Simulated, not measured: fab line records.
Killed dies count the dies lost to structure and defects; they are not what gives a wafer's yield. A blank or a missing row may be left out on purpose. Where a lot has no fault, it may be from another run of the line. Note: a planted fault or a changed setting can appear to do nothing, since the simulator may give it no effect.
What tool caused it? + flow gf180mcu + 14 lots with 41 wafers sampled at 3 steps, on a route of 602 steps

WHAT THE GAUGES SHOWED, per wafer
GF_V2_OVL_MEAS_15.
| lot  | measured     | on         | V2_OVL (nm) |
|------|--------------|------------|-------------|
| L372 | day 20 07:20 | overlay-02 | 13 7 2      |
| L373 | day 20 09:50 | overlay-01 | -4 3 3      |
| L375 | day 21 15:11 | overlay-01 | 0 -3 15     |
| L377 | day 22 21:11 | overlay-02 | 15 5        |
| L385 | day 25 04:05 | overlay-01 | -6 7 -1     |
| L386 | day 25 05:14 | overlay-02 | -2 -1 4     |
| L388 | day 25 23:08 | overlay-02 | 7 0 -2      |
| L389 | day 26 01:08 | overlay-02 | 5 3 10      |
| L390 | day 26 09:02 | overlay-02 | -5 1 -4     |
| L391 | day 26 18:41 | overlay-01 | -2 -10 -7   |
| L392 | day 26 22:14 | overlay-02 | 1 8 5       |
| L393 | day 27 05:44 | overlay-02 | 8 8 5       |
| L394 | day 27 13:26 | overlay-02 | -5 -6 6     |
| L395 | day 27 22:41 | overlay-01 | 5 6 4       |

GF_V2_THK_MEAS_25: measures by xrf.
| lot  | measured     | on            | V2_W_THK (nm) |
|------|--------------|---------------|---------------|
| L372 | day 20 08:22 | film_metro-03 | 373 367 377   |
| L373 | day 20 10:52 | film_metro-04 | 367 365 364   |
| L375 | day 21 16:14 | film_metro-01 | 373 363 368   |
| L377 | day 22 22:13 | film_metro-04 | 363 368       |
| L385 | day 25 05:07 | film_metro-01 | 369 374 371   |
| L386 | day 25 06:16 | film_metro-04 | 364 366 371   |
| L388 | day 26 00:10 | film_metro-04 | 366 369 364   |
| L389 | day 26 02:11 | film_metro-01 | 374 366 369   |
| L390 | day 26 10:04 | film_metro-01 | 373 369 380   |
| L391 | day 26 19:43 | film_metro-03 | 381 376 382   |
| L392 | day 26 23:18 | film_metro-04 | 364 366 363   |
| L393 | day 27 06:46 | film_metro-04 | 368 360 363   |
| L394 | day 27 14:28 | film_metro-01 | 365 358 355   |
| L395 | day 27 23:43 | film_metro-04 | 363 365 364   |

GF_M3_OVL_MEAS_15.
| lot  | measured     | on         | M3_OVL (nm) |
|------|--------------|------------|-------------|
| L372 | day 21 09:08 | overlay-02 | -5 -3 13    |
| L373 | day 21 11:25 | overlay-02 | 2 1 8       |
| L375 | day 22 15:56 | overlay-02 | -8 0 -4     |
| L377 | day 23 21:40 | overlay-01 | 2 4         |
| L385 | day 26 02:56 | overlay-02 | -8 -11 4    |
| L386 | day 26 03:49 | overlay-01 | 3 5 -4      |
| L388 | day 26 18:58 | overlay-02 | -10 -2 -2   |
| L389 | day 26 21:10 | overlay-01 | 9 4 5       |
| L390 | day 27 05:43 | overlay-01 | 6 3 8       |
| L391 | day 27 16:22 | overlay-02 | 1 0 -4      |
| L392 | day 27 20:40 | overlay-02 | -12 8 -9    |
| L393 | day 28 03:26 | overlay-02 | -3 -7 -1    |
| L394 | day 28 11:32 | overlay-01 | -2 7 -6     |
| L395 | day 28 19:47 | overlay-01 | 4 7 7       |

TOOL THAT RAN EACH LOT (tool first, then ch and the chambers of the sampled wafers, then the start)
The record holds no process step before these readings.

AS READ BY THE TOOLS THEMSELVES (means over the sampled wafers that have a number; for cases with no such wafer, the mark the record gives instead)
The record holds no such reading with a usual standard deviation.

THE ANSWER, worked out from the rows above alone
Rule: what is usual is taken from the lots themselves. Put in order of their means at a reading, lots are off if they are a third of the lots or fewer, leave a main group of 4 or more, and stand apart from it by a gap of 3 or more times the standard deviation of the main group's means; of several such gaps the widest counts. The tables above print the reading to a certain number of digits; a main group whose means all agree to those digits is not used. A lot without any number at a reading at which 4 lots or more have one is off too. Any other lot the step has rows for is counted as sound. After the gauges, taken in route order, come the tools' own readings; for these a lot's mean is taken, as printed above. The first step at which some lot is off is used, and at that step the reading that is off furthest; a lot without a number counts as furthest.
Nothing can be told from this: no lot is off at any reading shown.

WHAT HAD BEEN PUT IN BY THE SIMULATOR
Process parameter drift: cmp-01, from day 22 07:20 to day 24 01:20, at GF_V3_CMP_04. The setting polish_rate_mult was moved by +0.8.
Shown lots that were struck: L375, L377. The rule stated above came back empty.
